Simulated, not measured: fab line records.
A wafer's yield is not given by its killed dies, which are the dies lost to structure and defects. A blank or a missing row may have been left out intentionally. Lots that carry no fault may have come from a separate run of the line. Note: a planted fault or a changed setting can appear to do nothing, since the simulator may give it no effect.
fab line records / flow gf180mcu
[record] lots = 5 wafers = 15 last-day = 34
route steps=602 shown NWELL@46 LVPWELL@54 MVSD@66
lots that met no fault: from a run of the same line without faults
start-h: hours from the record's first day to the start of the lot's first wafer shown / wait-h: hours elapsed since this lot's preceding step / " unchanged from the row above / L1.1+2: one row covering several wafers at once / - either no value or no given start / * or withheld: withheld / < > ~ a bound
route shown NAME@n: a module of which the file shows steps, and the number in the route of the first / usual: mean and standard deviation over wafers with no fault / same: alike in all rows / chamber/n: place in a boat / sites: the reading at each site / _std_site: standard deviation across them / _edge_site: outer sites' mean less inner sites' / radius-mm: how far each site lies from the wafer's centre / mask NAME#n: copy n / behind: the most recent tool/chamber to have shaped the wafer / hold: reason for holding the lot/hours on hold/outcome of the hold / device: transistor that didn't switch, given as n, p or np / end of line: the route-end tests of the same wafers / for a step that has no rows: nothing shown but its recipe / killed: dies that structure and defects cost at the first sort, which is not the same as the wafer's yield / map: a wafer's dies, x killed, . not, _ none there
set.NAME: setting as actually run; set.NAME@STEP: the setting as run at that earlier step / model.NAME: the simulator's own value behind a step, which no gauge read
lots seen at some steps along the route; tables by step, rows by wafer
services: the hour from which a tool's chamber was out of use, counted from the record's first day as start-h (under 0 if before that day), plus the number of hours and why
[[steps]]
[step GF_NWELL_EXPOSE_04]
[recipe] mask-id = Nwell target-cd-nm = 860 na = 0.6 source-shape = conventional sigma-outer = 0.6 dose-mj = 260
[step GF_NWELL_PEB_05]
[recipe] temp-c = 115 time-s = withheld
[step GF_NWELL_DEVELOP_06]
[recipe] wall-angle-deg = 90 develop-time-s = 60 dev-temp-c = 23
[step GF_NWELL_OVL_MEAS_07]
[usual] NWELL_OVL = -0.3/1.1
lot.wafer=L752.1 tool=overlay-02 chamber=- start-h=72.55 wait-h=- NWELL_OVL[nm]=-1.5
lot.wafer=L752.4 tool=overlay-02 chamber=- start-h=72.55 wait-h=- NWELL_OVL[nm]=-2.4
lot.wafer=L752.6 tool=overlay-02 chamber=- start-h=72.55 wait-h=- NWELL_OVL[nm]=-1.2
lot.wafer=L756.1 tool=overlay-01 chamber=- start-h=94.29 wait-h=- NWELL_OVL[nm]=0.8
lot.wafer=L756.4 tool=overlay-01 chamber=- start-h=94.29 wait-h=- NWELL_OVL[nm]=-0.9
lot.wafer=L756.6 tool=overlay-01 chamber=- start-h=94.29 wait-h=- NWELL_OVL[nm]=-0.2
lot.wafer=L766.2 tool=overlay-01 chamber=- start-h=147.36 wait-h=- NWELL_OVL[nm]=0.4
lot.wafer=L766.4 tool=overlay-01 chamber=- start-h=147.36 wait-h=- NWELL_OVL[nm]=-0.2
lot.wafer=L766.5 tool=overlay-01 chamber=- start-h=147.36 wait-h=- NWELL_OVL[nm]=0.6
lot.wafer=L770.2 tool=overlay-02 chamber=- start-h=169.14 wait-h=- NWELL_OVL[nm]=-0.6
lot.wafer=L770.4 tool=overlay-02 chamber=- start-h=169.14 wait-h=- NWELL_OVL[nm]=0.3
lot.wafer=L770.6 tool=overlay-02 chamber=- start-h=169.14 wait-h=- NWELL_OVL[nm]=0.2
lot.wafer=L772.1 tool=overlay-01 chamber=- start-h=181.09 wait-h=- NWELL_OVL[nm]=0.1
lot.wafer=L772.2 tool=overlay-01 chamber=- start-h=181.09 wait-h=- NWELL_OVL[nm]=0.5
lot.wafer=L772.6 tool=overlay-01 chamber=- start-h=181.09 wait-h=- NWELL_OVL[nm]=0.2
[step GF_NWELL_IMPLANT_08]
[recipe] species = P energy-kev = 450 dose-cm2 = 1.5e+13 tilt-deg = 0
[step GF_NWELL_IMPLANT_09]
[recipe] species = P energy-kev = 160 dose-cm2 = 4e+12 tilt-deg = 0
[step GF_NWELL_STRIP_10]
[recipe] chemistry = O2/N2 power-w = 1400 pressure-mtorr = 1500 platen-temp-c = 250 o2-flow-sccm = 3000 n2-flow-sccm = 300 overash-fraction = 0.5
[usual] chamber-pressure-mTorr = 1500.0/1.4 drypump-motor-current-A = 5.9/0.53 heater-power-w = 360/48 oes-product-au = 0.722/0.0043 strip-time-to-endpoint-s = 36.93/0.098
[same] overash-fraction = 0.5
lot.wafer=L752.1 tool=plasma-asher-02 chamber=0 start-h=72.89 wait-h=0.1 chamber-pressure-mTorr=1502.5 drypump-motor-current-A=6.0 heater-power-w=370 oes-product-au=0.727 rf-hours-counter-h=28 strip-time-to-endpoint-s=36.85
lot.wafer=L752.4 tool=plasma-asher-02 chamber=0 start-h=72.89 wait-h=0.1 chamber-pressure-mTorr=1498.4 drypump-motor-current-A=5.9 heater-power-w=378 oes-product-au=0.721 rf-hours-counter-h=- strip-time-to-endpoint-s=36.95
lot.wafer=L752.6 tool=plasma-asher-02 chamber=0 start-h=72.89 wait-h=0.1 chamber-pressure-mTorr=1500.1 drypump-motor-current-A=5.9 heater-power-w=358 oes-product-au=0.717 rf-hours-counter-h=- strip-time-to-endpoint-s=36.91
lot.wafer=L756.1 tool=plasma-asher-04 chamber=0 start-h=94.63 wait-h=0.1 chamber-pressure-mTorr=1500.9 drypump-motor-current-A=5.0 heater-power-w=306 oes-product-au=0.717 rf-hours-counter-h=45 strip-time-to-endpoint-s=36.90
lot.wafer=L756.4 tool=plasma-asher-04 chamber=1 start-h=94.63 wait-h=0.1 chamber-pressure-mTorr=1498.8 drypump-motor-current-A=5.2 heater-power-w=434 oes-product-au=0.719 rf-hours-counter-h=- strip-time-to-endpoint-s=36.84
lot.wafer=L756.6 tool=plasma-asher-04 chamber=0 start-h=94.63 wait-h=0.1 chamber-pressure-mTorr=1501.1 drypump-motor-current-A=5.0 heater-power-w=296 oes-product-au=0.721 rf-hours-counter-h=- strip-time-to-endpoint-s=36.87
lot.wafer=L766.2 tool=plasma-asher-02 chamber=1 start-h=147.69 wait-h=0.1 chamber-pressure-mTorr=1498.6 drypump-motor-current-A=5.7 heater-power-w=332 oes-product-au=0.717 rf-hours-counter-h=37 strip-time-to-endpoint-s=36.69
lot.wafer=L766.4 tool=plasma-asher-02 chamber=0 start-h=147.69 wait-h=0.1 chamber-pressure-mTorr=1500.0 drypump-motor-current-A=5.9 heater-power-w=356 oes-product-au=0.722 rf-hours-counter-h=- strip-time-to-endpoint-s=36.80
lot.wafer=L766.5 tool=plasma-asher-02 chamber=0 start-h=147.69 wait-h=0.1 chamber-pressure-mTorr=1501.5 drypump-motor-current-A=5.9 heater-power-w=362 oes-product-au=0.723 rf-hours-counter-h=- strip-time-to-endpoint-s=36.85
lot.wafer=L770.2 tool=plasma-asher-02 chamber=0 start-h=169.47 wait-h=0.1 chamber-pressure-mTorr=1500.2 drypump-motor-current-A=5.9 heater-power-w=364 oes-product-au=0.722 rf-hours-counter-h=39 strip-time-to-endpoint-s=36.84
lot.wafer=L770.4 tool=plasma-asher-02 chamber=0 start-h=169.47 wait-h=0.1 chamber-pressure-mTorr=1499.9 drypump-motor-current-A=5.9 heater-power-w=363 oes-product-au=0.727 rf-hours-counter-h=- strip-time-to-endpoint-s=36.89
lot.wafer=L770.6 tool=plasma-asher-02 chamber=1 start-h=169.47 wait-h=0.1 chamber-pressure-mTorr=1501.8 drypump-motor-current-A=5.7 heater-power-w=328 oes-product-au=0.729 rf-hours-counter-h=- strip-time-to-endpoint-s=36.92
lot.wafer=L772.1 tool=plasma-asher-02 chamber=0 start-h=181.43 wait-h=0.1 chamber-pressure-mTorr=1498.9 drypump-motor-current-A=6.0 heater-power-w=356 oes-product-au=0.728 rf-hours-counter-h=40 strip-time-to-endpoint-s=36.85
lot.wafer=L772.2 tool=plasma-asher-02 chamber=1 start-h=181.43 wait-h=0.1 chamber-pressure-mTorr=1501.1 drypump-motor-current-A=5.7 heater-power-w=330 oes-product-au=0.720 rf-hours-counter-h=40 strip-time-to-endpoint-s=36.98
lot.wafer=L772.6 tool=plasma-asher-02 chamber=1 start-h=181.43 wait-h=0.1 chamber-pressure-mTorr=1497.0 drypump-motor-current-A=5.7 heater-power-w=327 oes-product-au=0.720 rf-hours-counter-h=- strip-time-to-endpoint-s=36.99
[step GF_NWELL_TW_MEAS_11]
[usual] NWELL_TW = 1584/19
lot.wafer=L752.1 tool=film-metro-01 chamber=- start-h=72.99 wait-h=0.1 NWELL_TW=1568
lot.wafer=L752.4 tool=film-metro-01 chamber=- start-h=72.99 wait-h=0.1 NWELL_TW=1575
lot.wafer=L752.6 tool=film-metro-01 chamber=- start-h=72.99 wait-h=0.1 NWELL_TW=1576
lot.wafer=L756.1 tool=film-metro-04 chamber=- start-h=94.73 wait-h=0.1 NWELL_TW=1571
lot.wafer=L756.4 tool=film-metro-04 chamber=- start-h=94.73 wait-h=0.1 NWELL_TW=1576
lot.wafer=L756.6 tool=film-metro-04 chamber=- start-h=94.73 wait-h=0.1 NWELL_TW=1572
lot.wafer=L766.2 tool=film-metro-03 chamber=- start-h=147.80 wait-h=0.1 NWELL_TW=1605
lot.wafer=L766.4 tool=film-metro-03 chamber=- start-h=147.80 wait-h=0.1 NWELL_TW=1600
lot.wafer=L766.5 tool=film-metro-03 chamber=- start-h=147.80 wait-h=0.1 NWELL_TW=1590
lot.wafer=L770.2 tool=film-metro-04 chamber=- start-h=169.58 wait-h=0.1 NWELL_TW=1573
lot.wafer=L770.4 tool=film-metro-04 chamber=- start-h=169.58 wait-h=0.1 NWELL_TW=1570
lot.wafer=L770.6 tool=film-metro-04 chamber=- start-h=169.58 wait-h=0.1 NWELL_TW=1575
lot.wafer=L772.1 tool=film-metro-04 chamber=- start-h=181.53 wait-h=0.1 NWELL_TW=1576
lot.wafer=L772.2 tool=film-metro-04 chamber=- start-h=181.53 wait-h=0.1 NWELL_TW=1577
lot.wafer=L772.6 tool=film-metro-04 chamber=- start-h=181.53 wait-h=0.1 NWELL_TW=1580
[step GF_LVPWELL_DEHYDRATE_00]
[recipe] temp-c = 200 time-s = 60
[step GF_LVPWELL_HMDS_01]
[recipe] prime-time-s = 60 prime-temp-c = 120
[step GF_LVPWELL_COAT_02]
[recipe] spin-rpm = 2000 resist-thk-nm = 3000
[step GF_LVPWELL_SOFTBAKE_03]
[recipe] temp-c = 110 time-s = withheld
[step GF_LVPWELL_EXPOSE_04]
[recipe] mask-id = LVPWELL target-cd-nm = 600 na = 0.6 source-shape = conventional sigma-outer = 0.6 dose-mj = 260
[same] na = 0.6
lot.wafer=L752.1+4+6 tool=iline-stepper-02 chamber=0 start-h=79.74 wait-h=- mask=LVPWELL#0
lot.wafer=L756.1+4+6 tool=iline-stepper-02 chamber=0 start-h=101.88 wait-h=- mask=MVSD#0
lot.wafer=L766.2+4+5 tool=iline-stepper-02 chamber=0 start-h=155.63 wait-h=- mask=LVPWELL#0
lot.wafer=L770.2+4+6 tool=iline-stepper-02 chamber=0 start-h=178.12 wait-h=- mask=LVPWELL#0
lot.wafer=L772.1+2+6 tool=iline-stepper-01 chamber=0 start-h=190.19 wait-h=- mask=LVPWELL#0
[step GF_LVPWELL_PEB_05]
[recipe] temp-c = 115 time-s = withheld
[step GF_LVPWELL_DEVELOP_06]
[recipe] wall-angle-deg = 90 develop-time-s = 60 dev-temp-c = 23
[step GF_LVPWELL_OVL_MEAS_07]
[usual] LVPWELL_OVL = -0.8/1.3
lot.wafer=L752.1 tool=overlay-01 chamber=- start-h=86.39 wait-h=- LVPWELL_OVL[nm]=-4.4
lot.wafer=L752.4 tool=overlay-01 chamber=- start-h=86.39 wait-h=- LVPWELL_OVL[nm]=-2.4
lot.wafer=L752.6 tool=overlay-01 chamber=- start-h=86.39 wait-h=- LVPWELL_OVL[nm]=-2.4
lot.wafer=L756.1 tool=overlay-02 chamber=- start-h=108.88 wait-h=- LVPWELL_OVL[nm]=-
lot.wafer=L756.4 tool=overlay-02 chamber=- start-h=108.88 wait-h=- LVPWELL_OVL[nm]=-
lot.wafer=L756.6 tool=overlay-02 chamber=- start-h=108.88 wait-h=- LVPWELL_OVL[nm]=-
lot.wafer=L766.2 tool=overlay-02 chamber=- start-h=163.79 wait-h=- LVPWELL_OVL[nm]=-1.1
lot.wafer=L766.4 tool=overlay-02 chamber=- start-h=163.79 wait-h=- LVPWELL_OVL[nm]=-1.7
lot.wafer=L766.5 tool=overlay-02 chamber=- start-h=163.79 wait-h=- LVPWELL_OVL[nm]=-1.3
lot.wafer=L770.2 tool=overlay-01 chamber=- start-h=185.74 wait-h=- LVPWELL_OVL[nm]=0.6
lot.wafer=L770.4 tool=overlay-01 chamber=- start-h=185.74 wait-h=- LVPWELL_OVL[nm]=1.4
lot.wafer=L770.6 tool=overlay-01 chamber=- start-h=185.74 wait-h=- LVPWELL_OVL[nm]=1.4
lot.wafer=L772.1 tool=overlay-01 chamber=- start-h=198.79 wait-h=- LVPWELL_OVL[nm]=-0.9
lot.wafer=L772.2 tool=overlay-01 chamber=- start-h=198.79 wait-h=- LVPWELL_OVL[nm]=0.6
lot.wafer=L772.6 tool=overlay-01 chamber=- start-h=198.79 wait-h=- LVPWELL_OVL[nm]=0.7
[step GF_LVPWELL_IMPLANT_08]
[recipe] species = B energy-kev = 170 dose-cm2 = 1.5e+13 tilt-deg = 0
[step GF_LVPWELL_IMPLANT_09]
[recipe] species = B energy-kev = 60 dose-cm2 = 5e+12 tilt-deg = 0
[step GF_LVPWELL_STRIP_10]
[recipe] chemistry = O2/N2 power-w = 1400 pressure-mtorr = 1500 platen-temp-c = 250 o2-flow-sccm = 3000 n2-flow-sccm = 300 overash-fraction = 0.5
[usual] chamber-pressure-mTorr = 1499.8/1.8 drypump-motor-current-A = 5.9/0.46 heater-power-w = 351/33 oes-product-au = 0.723/0.0046 strip-time-to-endpoint-s = 36.95/0.1
[same] overash-fraction = 0.5
lot.wafer=L752.1 tool=plasma-asher-03 chamber=1 start-h=86.73 wait-h=0.1 chamber-pressure-mTorr=1503.6 drypump-motor-current-A=5.1 heater-power-w=335 oes-product-au=0.725 rf-hours-counter-h=39 strip-time-to-endpoint-s=36.68
lot.wafer=L752.4 tool=plasma-asher-03 chamber=1 start-h=86.73 wait-h=0.1 chamber-pressure-mTorr=1499.8 drypump-motor-current-A=5.1 heater-power-w=334 oes-product-au=0.730 rf-hours-counter-h=- strip-time-to-endpoint-s=36.91
lot.wafer=L752.6 tool=plasma-asher-03 chamber=1 start-h=86.73 wait-h=0.1 chamber-pressure-mTorr=1501.5 drypump-motor-current-A=5.1 heater-power-w=328 oes-product-au=0.735 rf-hours-counter-h=- strip-time-to-endpoint-s=36.77
lot.wafer=L756.1 tool=plasma-asher-02 chamber=1 start-h=109.21 wait-h=0.1 chamber-pressure-mTorr=1501.1 drypump-motor-current-A=5.7 heater-power-w=333 oes-product-au=0.724 rf-hours-counter-h=32 strip-time-to-endpoint-s=36.95
lot.wafer=L756.4 tool=plasma-asher-02 chamber=1 start-h=109.21 wait-h=0.1 chamber-pressure-mTorr=1500.9 drypump-motor-current-A=5.7 heater-power-w=323 oes-product-au=0.732 rf-hours-counter-h=- strip-time-to-endpoint-s=36.97
lot.wafer=L756.6 tool=plasma-asher-02 chamber=1 start-h=109.21 wait-h=0.1 chamber-pressure-mTorr=1499.8 drypump-motor-current-A=5.7 heater-power-w=324 oes-product-au=0.725 rf-hours-counter-h=- strip-time-to-endpoint-s=36.89
lot.wafer=L766.2 tool=plasma-asher-02 chamber=0 start-h=164.12 wait-h=0.1 chamber-pressure-mTorr=1501.4 drypump-motor-current-A=5.9 heater-power-w=357 oes-product-au=0.724 rf-hours-counter-h=38 strip-time-to-endpoint-s=37.01
lot.wafer=L766.4 tool=plasma-asher-02 chamber=0 start-h=164.12 wait-h=0.1 chamber-pressure-mTorr=1501.8 drypump-motor-current-A=5.9 heater-power-w=353 oes-product-au=0.725 rf-hours-counter-h=- strip-time-to-endpoint-s=37.03
lot.wafer=L766.5 tool=plasma-asher-02 chamber=0 start-h=164.12 wait-h=0.1 chamber-pressure-mTorr=1498.2 drypump-motor-current-A=5.9 heater-power-w=360 oes-product-au=0.722 rf-hours-counter-h=- strip-time-to-endpoint-s=36.99
lot.wafer=L770.2 tool=plasma-asher-01 chamber=1 start-h=186.07 wait-h=0.1 chamber-pressure-mTorr=1499.5 drypump-motor-current-A=6.0 heater-power-w=321 oes-product-au=0.726 rf-hours-counter-h=53 strip-time-to-endpoint-s=36.88
lot.wafer=L770.4 tool=plasma-asher-01 chamber=0 start-h=186.07 wait-h=0.1 chamber-pressure-mTorr=1500.0 drypump-motor-current-A=6.7 heater-power-w=417 oes-product-au=0.730 rf-hours-counter-h=- strip-time-to-endpoint-s=36.89
lot.wafer=L770.6 tool=plasma-asher-01 chamber=1 start-h=186.07 wait-h=0.1 chamber-pressure-mTorr=1500.4 drypump-motor-current-A=6.0 heater-power-w=316 oes-product-au=0.721 rf-hours-counter-h=- strip-time-to-endpoint-s=36.83
lot.wafer=L772.1 tool=plasma-asher-01 chamber=0 start-h=199.13 wait-h=0.1 chamber-pressure-mTorr=1498.5 drypump-motor-current-A=6.7 heater-power-w=417 oes-product-au=0.715 rf-hours-counter-h=54 strip-time-to-endpoint-s=36.77
lot.wafer=L772.2 tool=plasma-asher-01 chamber=1 start-h=199.13 wait-h=0.1 chamber-pressure-mTorr=1501.0 drypump-motor-current-A=6.0 heater-power-w=322 oes-product-au=0.722 rf-hours-counter-h=54 strip-time-to-endpoint-s=36.76
lot.wafer=L772.6 tool=plasma-asher-01 chamber=1 start-h=199.13 wait-h=0.1 chamber-pressure-mTorr=1501.8 drypump-motor-current-A=6.0 heater-power-w=319 oes-product-au=0.725 rf-hours-counter-h=- strip-time-to-endpoint-s=36.85
[step GF_LVPWELL_TW_MEAS_11]
[usual] LVPWELL_TW = 560/6.2
lot.wafer=L752.1 tool=film-metro-01 chamber=- start-h=86.83 wait-h=0.1 LVPWELL_TW=559
lot.wafer=L752.4 tool=film-metro-01 chamber=- start-h=86.83 wait-h=0.1 LVPWELL_TW=558
lot.wafer=L752.6 tool=film-metro-01 chamber=- start-h=86.83 wait-h=0.1 LVPWELL_TW=558
lot.wafer=L756.1 tool=film-metro-01 chamber=- start-h=109.31 wait-h=0.1 LVPWELL_TW=30
lot.wafer=L756.4 tool=film-metro-01 chamber=- start-h=109.31 wait-h=0.1 LVPWELL_TW=30
lot.wafer=L756.6 tool=film-metro-01 chamber=- start-h=109.31 wait-h=0.1 LVPWELL_TW=30
lot.wafer=L766.2 tool=film-metro-01 chamber=- start-h=164.23 wait-h=0.1 LVPWELL_TW=555
lot.wafer=L766.4 tool=film-metro-01 chamber=- start-h=164.23 wait-h=0.1 LVPWELL_TW=553
lot.wafer=L766.5 tool=film-metro-01 chamber=- start-h=164.23 wait-h=0.1 LVPWELL_TW=554
lot.wafer=L770.2 tool=film-metro-01 chamber=- start-h=186.18 wait-h=0.1 LVPWELL_TW=556
lot.wafer=L770.4 tool=film-metro-01 chamber=- start-h=186.18 wait-h=0.1 LVPWELL_TW=557
lot.wafer=L770.6 tool=film-metro-01 chamber=- start-h=186.18 wait-h=0.1 LVPWELL_TW=555
lot.wafer=L772.1 tool=film-metro-04 chamber=- start-h=199.23 wait-h=0.1 LVPWELL_TW=558
lot.wafer=L772.2 tool=film-metro-04 chamber=- start-h=199.23 wait-h=0.1 LVPWELL_TW=560
lot.wafer=L772.6 tool=film-metro-04 chamber=- start-h=199.23 wait-h=0.1 LVPWELL_TW=559
[step GF_MVSD_DEHYDRATE_00]
[recipe] temp-c = 200 time-s = 60
[[services]]
tool=plasma-asher-01 chamber=- start-h=56.18 hours=0.4 kind=repair
tool=plasma-asher-03 chamber=- start-h=60.76 hours=22.8 kind=pm
tool=plasma-asher-03 chamber=- start-h=108.75 hours=9.0 kind=pm
tool=plasma-asher-03 chamber=0 start-h=108.75 hours=9.0 kind=vent-cycle
tool=plasma-asher-03 chamber=1 start-h=108.75 hours=9.0 kind=vent-cycle
tool=iline-stepper-01 chamber=- start-h=112.72 hours=1.7 kind=pm
tool=plasma-asher-01 chamber=- start-h=112.94 hours=14.6 kind=pm
tool=plasma-asher-03 chamber=0 start-h=117.75 hours=- kind=clean
tool=plasma-asher-03 chamber=1 start-h=117.75 hours=- kind=clean
tool=plasma-asher-03 chamber=- start-h=167.78 hours=1.4 kind=repair
tool=plasma-asher-03 chamber=- start-h=169.81 hours=0.5 kind=repair
[[key]]
[first-sign] step = GF_LVPWELL_EXPOSE_04 reading = mask direction = changed
[effect] step = GF_LVPWELL_OVL_MEAS_07 reading = LVPWELL_OVL direction = missing
[effect] step = GF_LVPWELL_TW_MEAS_11 reading = LVPWELL_TW direction = down sigmas = 86 usual = 560 struck = 30
met-at GF_LVPWELL_EXPOSE_04
struck-wafers L756.1,L756.4,L756.6
sort-left-out L756.1,L756.4,L756.6
tester-left-out L756
onset-between 79.74 101.88
[fault] kind = wrong-mask tool = any chamber = - onset-h = 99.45 steps = GF_LVPWELL_EXPOSE_04 aux-copy = MVSD#0 scope = struck-lots-only
// tester-left-out: of these lots the tester's yield and bins aren't shown, on N5 and GAA mostly nor the transistor test; their killed dies are dies lost to structure and defects alone, not to doping, threshold or leakage, so they don't give the yield
// sort-left-out: the simulated sort isn't trusted on such a fault, so these wafers' sort isn't shown, and their yield isn't known
